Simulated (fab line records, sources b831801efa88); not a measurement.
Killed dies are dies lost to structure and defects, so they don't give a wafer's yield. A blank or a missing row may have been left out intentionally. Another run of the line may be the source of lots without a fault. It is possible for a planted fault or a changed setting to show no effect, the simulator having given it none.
Which tool was responsible? ; flow sky130 ; at 1 step of a route of 708, 11 lots with 33 wafers sampled

## WHAT THE GAUGES SHOWED, per wafer
SKY_SONOS_ONO_OVL_MEAS_14.
lot;measured;on;SONOS_ONO_OVL (nm)
L951;day 12 20:38;overlay-01;1.1 4.2 1.3
L952;day 13 05:20;overlay-02;1.5 1.6 2.8
L955;day 14 00:07;overlay-02;1.2 -0.6 1.3
L957;day 15 10:43;overlay-02;1.8 0.7 2.1
L958;day 16 12:14;overlay-01;-1.0 -2.5 -0.3
L961;day 16 22:58;overlay-02;1.9 1.7 1.7
L960;day 16 23:08;overlay-01;-1.1 -0.2 -0.7
L962;day 17 00:40;overlay-02;1.3 0.6 2.8
L971;day 19 20:55;overlay-02;1.6 1.8 1.1
L970;day 19 21:12;overlay-01;2.7 0.6 -0.7
L973;day 20 09:26;overlay-01;0.9 0.9 1.3

## EACH LOT AND THE TOOL THAT RAN IT (in order: tool; ch and the chambers of the sampled wafers; start)
There is no process step in the record ahead of these readings.

## THE ANSWER, worked out from the rows above alone
Rule: the usual values come from the lots themselves. The widest of any qualifying gaps counts: lots, ordered by their means at a reading, are off when they make up no more than a third of the lots, leave a main group of 4 or more, and stand apart from it by 3 or more times the standard deviation of that group's means. Not used: any main group whose means are identical at the precision the tables above print for the reading. Also off: a lot with no number at a reading for which 4 or more lots have one. Any other lot the step has rows for is counted as sound.
Across all readings shown, no lot is off: no conclusion can be drawn from this.

## WHAT WAS PUT IN BY THE SIMULATOR
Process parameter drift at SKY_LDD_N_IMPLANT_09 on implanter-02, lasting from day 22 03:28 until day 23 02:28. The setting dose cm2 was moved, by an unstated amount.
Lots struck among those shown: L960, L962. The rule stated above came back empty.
